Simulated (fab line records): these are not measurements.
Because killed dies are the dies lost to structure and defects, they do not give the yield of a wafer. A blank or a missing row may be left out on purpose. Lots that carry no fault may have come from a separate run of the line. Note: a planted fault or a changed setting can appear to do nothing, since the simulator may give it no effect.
Matching of chambers ; flow sky130 ; SKY_CONTACT_CMP_27 on cmp-01: 4 sister chambers
The step polishes, stops on SiO2, t overpolish 15 s, target thk 0 nm. 22 wafers are shown with their chamber, then 11 later ones without.

EACH WAFER AND ITS CHAMBER
wafer;chamber;motor current A (A);time to endpoint s (s);head pressure psi (psi)
L078.1;2;10.7;82;3.502
L078.4;3;11.6;82;3.509
L078.6;2;11.5;82;3.497
L081.3;3;11.9;84;3.500
L081.4;2;11.6;80;3.505
L081.6;0;10.7;83;3.514
L082.1;1;11.5;78;3.500
L082.2;2;11.0;81;3.508
L082.3;3;11.5;84;3.486
L083.2;3;11.5;81;3.500
L083.3;0;11.4;81;3.491
L083.4;1;11.3;78;3.497
L087.1;2;11.3;86;3.510
L087.2;1;11.4;81;3.514
L087.5;1;11.0;85;3.502
L088.3;2;11.2;87;3.497
L088.5;3;11.6;89;3.485
L088.6;0;11.1;88;3.495
L089.2;3;11.7;85;3.480
L089.3;0;10.8;86;3.490
L089.6;1;10.9;84;3.502
L092.3;3;11.5;83;3.521

SIGNATURES (means of the wafers above)
reading;chamber 0;chamber 1;chamber 2;chamber 3;scatter within a chamber
motor current A;11.000;11.220;11.217;11.614;0.263
time to endpoint s;84.50;81.20;83.00;84.00;2.9
head pressure psi;3.49750;3.50300;3.50317;3.49729;0.0105
Rule: for a wafer and a chamber, the distance is found by dividing, reading by reading, the gap between the wafer's reading and the chamber's mean by the reading's scatter, squaring, summing and taking the root. The wafer belongs to the nearest chamber; if the next one is less than 2 further off, it can't be placed. The scatter is the square root of a quotient: the sum, over the shown wafers, of each reading's squared deviation from its chamber's mean, divided by wafers minus chambers.

WAFERS WITHOUT THEIR CHAMBER
wafer;motor current A (A);time to endpoint s (s);head pressure psi (psi)
L092.4;11.8;84;3.505
L092.5;11.6;83;3.509
L093.1;12.6;84;3.491
L093.3;11.5;80;3.494
L093.6;11.0;84;3.502
L094.1;11.4;85;3.503
L094.2;11.7;85;3.495
L094.3;12.5;86;3.503
L096.3;11.1;87;3.513
L096.5;11.7;91;3.501
L096.6;11.9;89;3.485

WHICH CHAMBER EACH WENT THROUGH
wafer;from the rows above;in truth
L092.4;can't be placed: 3 or 2 or 1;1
L092.5;can't be placed: 3 or 2 or 1 or 0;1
L093.1;can't be placed: 3 or 2 or 1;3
L093.3;can't be placed: 1 or 3 or 2 or 0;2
L093.6;can't be placed: 0 or 2 or 1 or 3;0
L094.1;can't be placed: 2 or 3 or 1 or 0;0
L094.2;can't be placed: 3 or 2 or 1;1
L094.3;can't be placed: 3 or 2 or 1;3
L096.3;can't be placed: 2 or 0 or 1 or 3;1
L096.5;can't be placed: 3 or 2 or 0 or 1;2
L096.6;can't be placed: 3 or 2 or 0 or 1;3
Correct placement for 0 of the 11. Unplaceable from these rows: 11, with the true chamber sitting among the candidates in 11. Placed wrongly: 0.
